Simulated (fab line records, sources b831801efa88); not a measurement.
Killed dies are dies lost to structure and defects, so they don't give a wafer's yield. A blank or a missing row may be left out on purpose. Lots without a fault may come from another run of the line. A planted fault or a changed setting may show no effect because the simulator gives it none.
Which tool did it? | flow sfq_line | 7 lots, 21 wafers sampled, at 2 steps of a route of 325

WHAT THE GAUGES READ, wafer by wafer
SFQ_JJ_RS_MEAS_929: measures by four-point-probe.
lot  | measured     | on            | JJ_NB_RS (ohm/sq)
L237 | day 53 15:08 | film_metro-02 | 1.044 1.038 1.046
L239 | day 53 21:11 | film_metro-01 | 1.062 1.061 1.063
L241 | day 55 15:07 | film_metro-01 | 1.045 1.046 1.045
L249 | day 56 10:04 | film_metro-01 | 1.059 1.038 1.049
L252 | day 57 02:13 | film_metro-03 | 0.922 0.916 0.910 0.922 0.917 0.912
L257 | day 65 14:06 | film_metro-03 | 1.044 1.036 1.026
L259 | day 69 22:37 | film_metro-03 | 1.061 1.072 1.051

WHICH TOOL RAN EACH LOT (tool, then ch and the chambers of the sampled wafers, then the start)
lot  | SFQ_TRILAYER_JJ_TRILAYER_DEP_SPUTTER_112
L237 | pvd_sputter-06, day 53 15:04
L239 | pvd_sputter-06, day 53 21:04
L241 | pvd_sputter-06, day 55 15:01
L249 | pvd_sputter-05, day 56 09:59
L252 | pvd_sputter-06, day 57 02:07
L257 | pvd_sputter-05, day 65 14:00
L259 | pvd_sputter-06, day 69 22:32
- SFQ_TRILAYER_JJ_TRILAYER_DEP_SPUTTER_112: material Nb, target thk 170 nm, time 113.3 s.

THE ANSWER, worked out from the rows above alone
Rule: what is usual is taken from the lots themselves. Put in order of their means at a reading, lots are off if they are a third of the lots or fewer, leave a main group of 4 or more, and stand apart from it by a gap of 3 or more times the standard deviation of the main group's means; of several such gaps the widest counts. A main group whose means are all the same, to the digits that the tables above print for the reading, isn't used. A lot without any number at a reading at which 4 lots or more have one is off too. The other lots that the step has rows for count as sound.
Off: L252, at SFQ_JJ_RS_MEAS_929 (JJ_NB_RS). The main group: mean 1.049 ohm/sq, standard deviation 0.0097.
A tool fits if, at a process step before that reading, it ran every lot that is off, and no sound lot after the first of them. The gauges at SFQ_JJ_RS_MEAS_929 are tried like those tools. None of those tried fits.

WHAT THE SIMULATOR HAD PUT IN
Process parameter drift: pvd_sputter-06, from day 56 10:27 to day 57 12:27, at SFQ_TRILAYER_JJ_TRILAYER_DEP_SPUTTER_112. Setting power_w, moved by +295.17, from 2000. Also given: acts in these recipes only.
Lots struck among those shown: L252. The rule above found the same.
